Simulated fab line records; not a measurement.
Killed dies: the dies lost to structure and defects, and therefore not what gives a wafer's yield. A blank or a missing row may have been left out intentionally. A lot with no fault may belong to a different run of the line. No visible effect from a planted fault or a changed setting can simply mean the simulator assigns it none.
One fault through the eyes of 2 desks    flow sky130    each desk has only its own numbers; what lay behind them comes last

== AT THE TOOL OWNER'S DESK: pvd-sputter-04 ==
The tool's own readings at SKY_METAL4_SPUTTER_03 (material Ti, target thk 5 nm, time 3.3 s): means of the sampled wafers that have a number, for each lot that ran on this tool. Any lot whose mean is over 4 standard deviations away from the usual mean is out of limits and marked OUT; that distance is given in the brackets.
Columns: A = throttle-valve-pct at SKY_METAL4_SPUTTER_03, usual 29.8 %
lot   first seen here  A
L469  day 43 04:36     29.9
L479  day 45 17:53     30.4
This desk found nothing out of limits on any of the 2 lots.

== FROM THE METROLOGY DESK ==
Lot by lot, what the gauges showed, no matter which tool ran the lot: averages of those sampled wafers that carry a number. Any lot whose mean is over 4 standard deviations away from the usual mean is out of limits and marked OUT; that distance is given in the brackets.
Columns: A = VIA3_W_RS at SKY_VIA3_RS_MEAS_22, usual 0.2954 ohm/sq; B = VIA3_W_THK at SKY_VIA3_THK_MEAS_23, usual 385 nm
lot   first seen here  A       B
L458  day 39 13:07     0.2928  387
L467  day 42 17:29     0.2969  384
L469  day 43 04:02     0.2945  384
L479  day 45 17:20     0.2980  386
L480  day 45 22:56     0.2940  390
This desk found nothing out of limits on any of the 5 lots.

== BROUGHT TOGETHER ==
Nothing out of limits was seen by the tool owner's desk.
At the metrology desk, nothing out of limits was observed.

== WHAT WAS PUT IN BY THE SIMULATOR ==
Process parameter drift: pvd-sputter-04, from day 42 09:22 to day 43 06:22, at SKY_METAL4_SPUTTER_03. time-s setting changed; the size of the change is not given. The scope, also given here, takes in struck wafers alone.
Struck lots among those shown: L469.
